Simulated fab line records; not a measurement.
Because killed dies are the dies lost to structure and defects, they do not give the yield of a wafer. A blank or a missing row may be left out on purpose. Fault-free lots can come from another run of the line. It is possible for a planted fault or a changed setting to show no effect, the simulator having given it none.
A lot that was struck, set against a sound lot | flow gf180mcu | 14 out of 602 route steps
Sound: the wafers L577.1, L577.5, L577.6. Wafers struck: L585.1, L585.4, L585.5. The cause is given at the end.
Order at every step that has rows: each side's tool, ch and its chambers, its first start. Under that, the readings that differ: sound wafers | struck wafers | difference of the means | sigmas: that difference in standard deviations of wafers without a fault.
alike: readings whose means differ by less than 2 such deviations, and words and numbers that are the same on both sides. not compared: withheld readings, readings that some wafer has no value for, bounds like >300 that may hide the same value, and numbers for which the record gives no deviation and whose values overlap.
A row with sigmas, a row that says differs or no value, or rows on one side alone: a step with any of these is where the two part. When numbers do not overlap yet have no deviation, they are printed without sigmas and do not part them. A reading that every wafer of one side lacks parts them only if that side has two wafers or more.

GF_CONTACT_OVL_MEAS_15:
  struck on overlay-02, day 20 12:08; sound on overlay-02, day 17 09:16
  alike: CONTACT_OVL
GF_CONTACT_ETCH_16: etches BARC in N2/H2.
  sound on rie diel-02 ch 0,1, day 17 09:18; struck on rie diel-04 ch 1,2, day 20 12:11
  alike: bias w, drypump motor current A, n2 flow sccm, oes product au, throttle valve pct
GF_CONTACT_ETCH_17: etches SiO2 in C4F8/O2/Ar, stops on CoSi2, target depth 860 nm.
  sound: rie diel-02 ch 0,1; struck: rie diel-04 ch 1,2
  alike: bias w, oes product au
GF_CONTACT_STRIP_18: strips in O2/N2.
  sound on plasma asher-04 ch 0,1, day 17 09:28; struck on plasma asher-01 ch 0,1, day 20 12:20
  alike: drypump motor current A, heater power w, n2 flow sccm, oes product au
  not compared: rf hours counter h
then, 3 steps without rows for these wafers: GF_CONTACT_CLEAN_19 (cleans in SPM); GF_CONTACT_CLEAN_20 (cleans in DIW); GF_CONTACT_CLEAN_21 (cleans in dHF, time 20 s).
GF_CONTACT_SPUTTER_22: material Ti, target thk 15 nm, time 80.02 s.
  struck on pvd sputter-01, day 20 12:40; sound on pvd sputter-04, day 17 09:46
  alike: throttle valve pct
GF_CONTACT_SPUTTER_23: material TiN, target thk 10 nm, time 40 s.
  struck on pvd sputter-01, day 20 12:44; sound on pvd sputter-04, day 17 09:50
  alike: throttle valve pct
then, 1 step without rows for these wafers: GF_CONTACT_CVD_24 (deposits W, target thk 300 nm, time 90.339 s).
GF_CONTACT_RS_MEAS_25: measures by four-point-probe.
  struck on film metro-04, day 20 12:53; sound on film metro-02, day 17 09:59
  alike: CONTACT_W_RS
GF_CONTACT_THK_MEAS_26: measures by xrf.
  struck on film metro-04, day 20 13:01; sound on film metro-02, day 17 10:06
  reading            | sound       | struck      | difference | sigmas
  CONTACT_W_THK (nm) | 316 317 312 | 303 300 308 | -11        | -2
GF_CONTACT_CMP_27: polishes, stops on SiO2, t overpolish 15 s, target thk 0 nm.
  sound on cmp-02 ch 0,2,3, day 17 10:16; struck on cmp-01 ch 0,1,3, day 20 13:07
  reading                 | sound                | struck            | difference | sigmas
  head pressure psi (psi) | 3.501 3.494 3.499    | 0.942 0.954 0.949 | -2.550     | -99 or more
  motor current A (A)     | 9.5 9.1 10.2         | 5.5 5.3 5.0       | -4.3       | -7
  overpolish run s (s)    | 14.997 14.992 15.000 | 0.037 0.036 0.045 | -14.957    | -99 or more
  time to endpoint s (s)  | 69.0 71.6 72.2       | 112.8 112.3 114.2 | +42.2      | +16
-- the record jumps here: 12 days lie between the struck wafers' starts before and after (it left off in module CONTACT and takes up again in module PASSIVATION, whose first step shown is number 602 of the route) --
GF_PASSIVATION_PROBE_99:
  record: rows for the struck wafers here (prober-01, day 32 09:47), none for the sound ones

## WHERE THEY PART
Last at GF_PASSIVATION_PROBE_99 as far as this record goes, first at GF_CONTACT_THK_MEAS_26.

WHY: what the simulator had put in
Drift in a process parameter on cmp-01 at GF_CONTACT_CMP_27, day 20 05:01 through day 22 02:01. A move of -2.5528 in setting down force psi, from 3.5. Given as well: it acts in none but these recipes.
